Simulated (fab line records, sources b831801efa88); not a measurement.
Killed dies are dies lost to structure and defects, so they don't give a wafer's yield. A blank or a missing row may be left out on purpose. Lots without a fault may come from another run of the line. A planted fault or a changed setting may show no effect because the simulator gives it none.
Which tool did it? | flow sfq_line | 14 lots, 42 wafers sampled, at 2 steps of a route of 325

WHAT THE GAUGES READ, wafer by wafer
SFQ_M3_RS_MEAS_919: measures by four-point-probe.
lot  | measured     | on            | M3_NB_RS (ohm/sq)
L702 | day 39 15:50 | film_metro-03 | 0.904 0.902 0.902
L703 | day 39 18:19 | film_metro-02 | 0.874 0.874 0.883
L704 | day 39 19:26 | film_metro-01 | 0.906 0.898 0.895
L706 | day 40 03:53 | film_metro-03 | 0.884 0.880 0.890
L711 | day 42 05:03 | film_metro-03 | 0.883 0.892 0.887
L712 | day 42 09:52 | film_metro-01 | 0.896 0.902 0.892
L713 | day 43 02:38 | film_metro-02 | 0.873 0.888 0.883
L714 | day 43 05:14 | film_metro-02 | 0.877 0.883 0.881
L715 | day 44 00:27 | film_metro-03 | 0.865 0.866 0.875
L717 | day 44 14:38 | film_metro-02 | 0.884 0.885 0.884
L719 | day 44 20:39 | film_metro-03 | 0.883 0.886 0.885
L721 | day 45 16:53 | film_metro-03 | 0.867 0.871 0.879
L722 | day 46 18:17 | film_metro-03 | 0.892 0.892 0.897
L723 | day 47 01:18 | film_metro-03 | 0.892 0.899 0.893

SFQ_I3_OVL_MEAS_923.
lot  | measured     | on         | I3_OVL (nm)
L702 | day 45 21:50 | overlay-01 | 10 2 3
L703 | day 45 23:00 | overlay-01 | 2 1 1
L704 | day 46 02:35 | overlay-01 | 0 -4 -1
L706 | day 46 15:47 | overlay-01 | 4 5 4
L711 | day 48 12:07 | overlay-01 | -5 1 -5
L712 | day 49 01:23 | overlay-01 | -10 -1 3
L713 | day 49 12:10 | overlay-01 | 10 5 13
L714 | day 49 14:34 | overlay-01 | 11 -5 7
L715 | day 50 06:10 | overlay-02 | 3 9 6
L717 | day 50 20:34 | overlay-02 | -1 5 4
L719 | day 51 07:22 | overlay-01 | -7 1 -7
L721 | day 51 16:58 | overlay-02 | 5 0 -2
L722 | day 52 16:53 | overlay-02 | 3 4 12
L723 | day 52 18:13 | overlay-02 | 5 6 7

WHICH TOOL RAN EACH LOT (tool, then ch and the chambers of the sampled wafers, then the start)
The record holds no process step before these readings.

WHAT THE TOOLS THEMSELVES READ (means of the sampled wafers that have a number; where no wafer has one, the mark that the record gives instead)
The record holds no such reading with a usual standard deviation.

THE ANSWER, worked out from the rows above alone
Rule: what is usual is taken from the lots themselves. Put in order of their means at a reading, lots are off if they are a third of the lots or fewer, leave a main group of 4 or more, and stand apart from it by a gap of 3 or more times the standard deviation of the main group's means; of several such gaps the widest counts. A main group whose means are all the same, to the digits that the tables above print for the reading, isn't used. A lot without any number at a reading at which 4 lots or more have one is off too. The other lots that the step has rows for count as sound. The gauges are gone through in route order, then the tools' own readings, and for those a lot's mean is taken as printed above. The first step at which some lot is off is used, and at that step the reading that is off furthest; a lot without a number counts as furthest.
No lot is off at any reading shown: from this, nothing can be told.

WHAT THE SIMULATOR HAD PUT IN
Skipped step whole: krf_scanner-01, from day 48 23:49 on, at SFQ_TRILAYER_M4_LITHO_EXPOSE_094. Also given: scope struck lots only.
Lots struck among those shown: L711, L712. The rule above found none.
